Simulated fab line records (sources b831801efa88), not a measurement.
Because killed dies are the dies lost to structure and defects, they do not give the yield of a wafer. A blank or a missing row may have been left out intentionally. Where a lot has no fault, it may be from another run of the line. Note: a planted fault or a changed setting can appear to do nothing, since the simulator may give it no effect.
8D (eight disciplines) problem report, filled in by code || flow sky130 || the parts of the form that need people (team, actions taken, sign-off) are left out

## 1. THE ISSUE
SONOS_ONO_CVD_04_THK at SKY_SONOS_ONO_THK_MEAS_05 reads a mean of 3.90 nm on 6 wafers of 2 lots; wafers without a fault read 5.79 nm with a standard deviation of 0.095. Relative to the usual mean, that is a shift of -20 standard deviations.
First seen on wafer L389.1, day 15 01:47, on film_metro-03. The record has a number at this step for 39 wafers belonging to 13 lots. Rule for "out", or "out of limits": more than 4 standard deviations from the usual mean. The other wafers with a number count as sound.

## 2. WHAT IT IS, AND WHAT IT ISN'T
{"question": "which readings at this step", "is": "SONOS_ONO_CVD_04_THK", "is not": "-"}
{"question": "which lots", "is": "L389, L390", "is not": "L378, L379, L380, L381, L382, L388, L397, L398, L399, L400, L401"}
{"question": "which wafers of those lots", "is": "all that have a number", "is not": "-"}
{"question": "read on which gauges", "is": "film_metro-03", "is not": "film_metro-01, film_metro-04"}
{"question": "when", "is": "from day 15 01:47", "is not": "up to then (18 sound wafers); but 15 sound wafers of L397, L398, L399, L400, L401 came after"}

## 3. THE SUSPECTS, EACH WITH WHAT RULES IT OUT
Counting: a tool stays on the suspect list if, at a process step up to the reading, it processed all lots that are out and no sound lot following the first of them.
- the gauge at SKY_SONOS_ONO_THK_MEAS_05: kept. All the wafers that are out were read on film_metro-03, and no step on other tools shows them out.
- lpcvd-03 at SKY_SONOS_ONO_CVD_04 (deposits SiO2 from SiH4/N2O, target thk 5.7199 nm): ruled out as a lasting fault. The sound lots L397, L398, L399, L400, L401 went through it after L389, its earliest lot that is out (day 15 00:32).
Left after counting: film_metro-03 at SKY_SONOS_ONO_THK_MEAS_05.

## 4. THE CAUSE (what the simulator had put in)
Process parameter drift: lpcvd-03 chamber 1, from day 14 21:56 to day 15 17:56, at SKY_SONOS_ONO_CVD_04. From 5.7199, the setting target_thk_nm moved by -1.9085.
The count ruled it out by mistake, since the rule takes a fault to strike every lot its tool runs from the start of the fault on, and this one did not do so.

## 5. THE CHAIN OF EFFECTS, in route order
Each row: a reading where the mean over the struck wafers with a number is more than 3 standard deviations away from the usual. Only readings whose record carries a usual standard deviation are examined. hours: median over the lots of the time between each lot's start at the first step of this table that gives one and its start at this step. sigmas: the change, counted in usual standard deviations.
{"hours": 0, "step": "SKY_SONOS_ONO_THK_MEAS_05", "reading": "SONOS_ONO_CVD_04_THK", "usual": "5.79 nm", "on struck wafers": 3.90, "change": -1.89, "sigmas": -20}
Later measuring or inspecting steps at which every struck wafer that the step has a row for has a number for every such reading, and none has moved that far: SKY_GATE_OXIDE_THK_MEAS_02.

## 6. HOW IT WOULD HAVE BEEN CAUGHT EARLIER
In this record the first reading out of limits at a measuring or inspecting step was taken at day 15 01:47, 4 hours after the fault began at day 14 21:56.
Of the tool readings at SKY_SONOS_ONO_CVD_04 for which the record gives a usual standard deviation, none was out on any struck wafer, so an alarm limit of 4 standard deviations on them would not have fired.
